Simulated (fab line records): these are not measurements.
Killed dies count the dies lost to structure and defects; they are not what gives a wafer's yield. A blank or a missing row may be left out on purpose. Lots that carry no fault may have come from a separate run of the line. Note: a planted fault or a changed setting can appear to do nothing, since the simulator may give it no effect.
The same fault as seen by 2 desks + flow sky130 + each desk holds nothing but its own numbers, with what lay behind them at the end

== THE METROLOGY DESK ==
What the gauges read for every lot (on any tool): the sampled wafers with a number, averaged. The brackets show how far a lot's mean lies from the usual mean; more than 4 standard deviations puts the lot out of limits, marked OUT.
Columns: A = LDD_HVN_OVL at SKY_LDD_HVN_OVL_MEAS_07, usual 0.0 nm; B = LDD_HVN_TW at SKY_LDD_HVN_TW_MEAS_10, usual 1437; C = LDD_HVP_TW at SKY_LDD_HVP_TW_MEAS_10, usual 457
| lot  | first seen here | A    | B               | C   |
|------|-----------------|------|-----------------|-----|
| L188 | day 20 04:10    | -0.8 | 1429            | 460 |
| L189 | day 21 00:31    | 0.2  | 1430            | 456 |
| L193 | day 22 04:32    | -1.2 | 1440            | 458 |
| L194 | day 22 23:53    | 0.4  | 1431            | 461 |
| L195 | day 23 12:06    | 1.7  | 1520 (+9.6) OUT | 455 |
| L196 | day 23 13:02    | 2.8  | 1500 (+7.2) OUT | 458 |
| L197 | day 24 06:29    | -0.9 | 1433            | 460 |
| L203 | day 27 04:01    | 0.1  | 1434            | 448 |
| L204 | day 27 05:47    | 0.4  | 1431            | 461 |
| L205 | day 27 22:41    | 0.3  | 1433            | 457 |
| L206 | day 28 03:31    | 0.1  | 1437            | 454 |
| L210 | day 28 17:22    | 1.0  | 1450            | 455 |
| L209 | day 28 19:39    | 1.3  | 1446            | 458 |
This desk reports L195, L196 out of limits; the earliest was L195 at day 23 12:23 (LDD_HVN_TW at SKY_LDD_HVN_TW_MEAS_10). Within limits: L188, L189, L193, L194, L197, L203, L204, L205, L206, L210, L209.

== DESK OF THE TOOL OWNER: implanter-04 ==
SKY_LDD_HVN_IMPLANT_08, tool's own readings: per-lot mean of the sampled wafers with a number, covering each lot this tool ran. The brackets show how far a lot's mean lies from the usual mean; more than 4 standard deviations puts the lot out of limits, marked OUT.
Columns: A = beam_energy_keV at SKY_LDD_HVN_IMPLANT_08, usual 60.000
| lot  | first seen here | A                        |
|------|-----------------|--------------------------|
| L189 | day 21 00:34    | 60.017                   |
| L193 | day 22 04:34    | 60.012                   |
| L195 | day 23 12:10    | 72.221 (+99 or more) OUT |
| L196 | day 23 13:05    | 72.260 (+99 or more) OUT |
| L203 | day 27 04:04    | 59.981                   |
| L204 | day 27 05:50    | 60.009                   |
| L206 | day 28 03:34    | 59.985                   |
| L210 | day 28 17:25    | 60.003                   |
Finding of this desk: L195, L196 out of limits; the first was L195 at day 23 12:10, on beam_energy_keV at SKY_LDD_HVN_IMPLANT_08. Within limits: L189, L193, L203, L204, L206, L210.

== BROUGHT TOGETHER ==
An alarm could have come from the tool owner's desk at day 23 12:10, on L195, L196.
On L195, L196, the metrology desk was in a position to raise an alarm at day 23 12:23.
SKY_LDD_HVN_IMPLANT_08 was run on implanter-04 by each of the lots named.

== WHAT HAD BEEN PUT IN BY THE SIMULATOR ==
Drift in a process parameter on implanter-04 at SKY_LDD_HVN_IMPLANT_08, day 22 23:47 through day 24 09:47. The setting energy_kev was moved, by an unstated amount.
Lots struck among those shown: L195, L196.
Time in hours from fault onset to the first out-of-limits reading at each desk: tool owner's desk 12, metrology desk 13.
